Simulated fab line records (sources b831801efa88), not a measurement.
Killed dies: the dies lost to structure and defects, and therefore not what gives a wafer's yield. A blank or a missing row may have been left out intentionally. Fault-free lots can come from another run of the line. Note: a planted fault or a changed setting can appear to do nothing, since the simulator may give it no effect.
Split-lot experiment / flow sky130 / 23 wafers read across 5 lots, on a route 708 steps long

## THE SPLIT ITSELF
At SKY_LI_CONTACT_COAT_06 (resist thk 60 nm), the setting resist_thk_nm was moved away from the recipe's 60 nm on 8 of the 23 wafers read, by +2.4% to +2.7%. This setting was run at the recipe's value on the other wafers.

## FROM THE SPLIT TO THE READING: what the file shows between them, 2 steps
- SKY_LI_CONTACT_COAT_07: resist thk 450 nm
- SKY_LI_CONTACT_SOFTBAKE_08: time 90 s

## THE READING
oes_product_au, in a.u., at SKY_LI_CONTACT_ETCH_14 (etches BARC in N2/H2, stops on SiO2, time 45.9 s, target depth 60 nm). Typical for fault-free wafers on this fab line: 0.855 a.u., with standard deviation 0.0036 a.u.

wafer=L077.1; tool, chamber at the split=litho_track-02, 0; resist_thk_nm as run, nm=61.46; against the recipe=+2.4%; oes_product_au, a.u.=0.864; against lot-mates on the recipe=+0.013
wafer=L077.2; tool, chamber at the split=litho_track-02, 0; resist_thk_nm as run, nm=60; against the recipe=recipe; oes_product_au, a.u.=0.857; against lot-mates on the recipe=-
wafer=L077.3; tool, chamber at the split=litho_track-02, 0; resist_thk_nm as run, nm=60; against the recipe=recipe; oes_product_au, a.u.=0.844; against lot-mates on the recipe=-
wafer=L077.4; tool, chamber at the split=litho_track-02, 0; resist_thk_nm as run, nm=61.46; against the recipe=+2.4%; oes_product_au, a.u.=0.863; against lot-mates on the recipe=+0.012
wafer=L077.5; tool, chamber at the split=litho_track-02, 0; resist_thk_nm as run, nm=61.46; against the recipe=+2.4%; oes_product_au, a.u.=0.868; against lot-mates on the recipe=+0.017
wafer=L074.1; tool, chamber at the split=litho_track-02, 0; resist_thk_nm as run, nm=60; against the recipe=recipe; oes_product_au, a.u.=0.861; against lot-mates on the recipe=-
wafer=L074.2; tool, chamber at the split=litho_track-02, 0; resist_thk_nm as run, nm=60; against the recipe=recipe; oes_product_au, a.u.=0.856; against lot-mates on the recipe=-
wafer=L074.3; tool, chamber at the split=litho_track-02, 0; resist_thk_nm as run, nm=60; against the recipe=recipe; oes_product_au, a.u.=0.856; against lot-mates on the recipe=-
wafer=L074.5; tool, chamber at the split=litho_track-02, 0; resist_thk_nm as run, nm=60; against the recipe=recipe; oes_product_au, a.u.=0.856; against lot-mates on the recipe=-
wafer=L074.6; tool, chamber at the split=litho_track-02, 0; resist_thk_nm as run, nm=60; against the recipe=recipe; oes_product_au, a.u.=0.855; against lot-mates on the recipe=-
wafer=L079.2; tool, chamber at the split=litho_track-04, 0; resist_thk_nm as run, nm=61.63; against the recipe=+2.7%; oes_product_au, a.u.=0.873; against lot-mates on the recipe=+0.017
wafer=L079.3; tool, chamber at the split=litho_track-04, 0; resist_thk_nm as run, nm=60; against the recipe=recipe; oes_product_au, a.u.=0.852; against lot-mates on the recipe=-
wafer=L079.4; tool, chamber at the split=litho_track-04, 0; resist_thk_nm as run, nm=61.63; against the recipe=+2.7%; oes_product_au, a.u.=0.876; against lot-mates on the recipe=+0.020
wafer=L079.5; tool, chamber at the split=litho_track-04, 0; resist_thk_nm as run, nm=60; against the recipe=recipe; oes_product_au, a.u.=0.859; against lot-mates on the recipe=-
wafer=L079.6; tool, chamber at the split=litho_track-04, 0; resist_thk_nm as run, nm=60; against the recipe=recipe; oes_product_au, a.u.=0.857; against lot-mates on the recipe=-
wafer=L080.1; tool, chamber at the split=litho_track-04, 0; resist_thk_nm as run, nm=61.63; against the recipe=+2.7%; oes_product_au, a.u.=0.869; against lot-mates on the recipe=+0.013
wafer=L080.2; tool, chamber at the split=litho_track-04, 0; resist_thk_nm as run, nm=60; against the recipe=recipe; oes_product_au, a.u.=0.853; against lot-mates on the recipe=-
wafer=L080.3; tool, chamber at the split=litho_track-04, 0; resist_thk_nm as run, nm=61.63; against the recipe=+2.7%; oes_product_au, a.u.=0.866; against lot-mates on the recipe=+0.010
wafer=L080.4; tool, chamber at the split=litho_track-04, 0; resist_thk_nm as run, nm=60; against the recipe=recipe; oes_product_au, a.u.=0.859; against lot-mates on the recipe=-
wafer=L080.5; tool, chamber at the split=litho_track-04, 0; resist_thk_nm as run, nm=61.63; against the recipe=+2.7%; oes_product_au, a.u.=0.864; against lot-mates on the recipe=+0.008
wafer=L082.4; tool, chamber at the split=litho_track-04, 0; resist_thk_nm as run, nm=60; against the recipe=recipe; oes_product_au, a.u.=0.854; against lot-mates on the recipe=-
wafer=L082.5; tool, chamber at the split=litho_track-04, 0; resist_thk_nm as run, nm=60; against the recipe=recipe; oes_product_au, a.u.=0.851; against lot-mates on the recipe=-
wafer=L082.6; tool, chamber at the split=litho_track-04, 0; resist_thk_nm as run, nm=60; against the recipe=recipe; oes_product_au, a.u.=0.849; against lot-mates on the recipe=-

FIT RESULTS
A straight line over all 23 wafers: oes_product_au changes by +0.00513 a.u. for each +1% of resist_thk_nm; r = +0.84; the points scatter about the line by 0.0043 a.u.
The same after taking each lot's own level away (the mean of its wafers on the recipe; 23 wafers): +0.0053 a.u. for each +1%; r = +0.88; scatter 0.0037 a.u.
According to that fit, moving resist_thk_nm by its largest amount changes the reading by 0.014 a.u.
From 0.8505 to 0.8568 a.u.: that is the span of the lots' own levels, equal to 1.7 times the standard deviation above.
So the lot-to-lot level changes the slope little: the two slopes agree.
Check: +0.014 a.u. against its lot-mates is what the line predicts for one of the wafers moved furthest among these (+2.7%) when that wafer is left out of the fit. Against them it came out at +0.017 a.u.

## OTHER SPLITS APPLIED TO THESE WAFERS
Other splits were also applied to these wafers ahead of the reading. Each is held against what the fit with the lots' levels taken away leaves over:
other split on the same wafers=SKY_LDD_N_IMPLANT_10 energy_kev; wafers away from the commonest value=11; r with oes_product_au (lot level and that fit taken away)=-0.35
other split on the same wafers=SKY_LDD_P_COAT_02 resist_thk_nm; wafers away from the commonest value=7; r with oes_product_au (lot level and that fit taken away)=+0.16
other split on the same wafers=SKY_LDD_P_IMPLANT_09 energy_kev; wafers away from the commonest value=9; r with oes_product_au (lot level and that fit taken away)=+0.04
other split on the same wafers=SKY_LDD_HVN_IMPLANT_08 energy_kev; wafers away from the commonest value=9; r with oes_product_au (lot level and that fit taken away)=+0.22
other split on the same wafers=SKY_POLY_CUT_COAT_03 resist_thk_nm; wafers away from the commonest value=11; r with oes_product_au (lot level and that fit taken away)=+0.56
other split on the same wafers=SKY_SD_P_EXPOSE_04 dose_mj; wafers away from the commonest value=10; r with oes_product_au (lot level and that fit taken away)=-0.18
other split on the same wafers=SKY_SD_N_IMPLANT_09 energy_kev; wafers away from the commonest value=8; r with oes_product_au (lot level and that fit taken away)=-0.30
other split on the same wafers=SKY_LI_CONTACT_CMP_02 leave_above_ref_nm; wafers away from the commonest value=8; r with oes_product_au (lot level and that fit taken away)=-0.02

## THE FILE'S OWN FIT
oes_product_au changes by +0.00539 a.u. for each +1% of resist_thk_nm, r = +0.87.
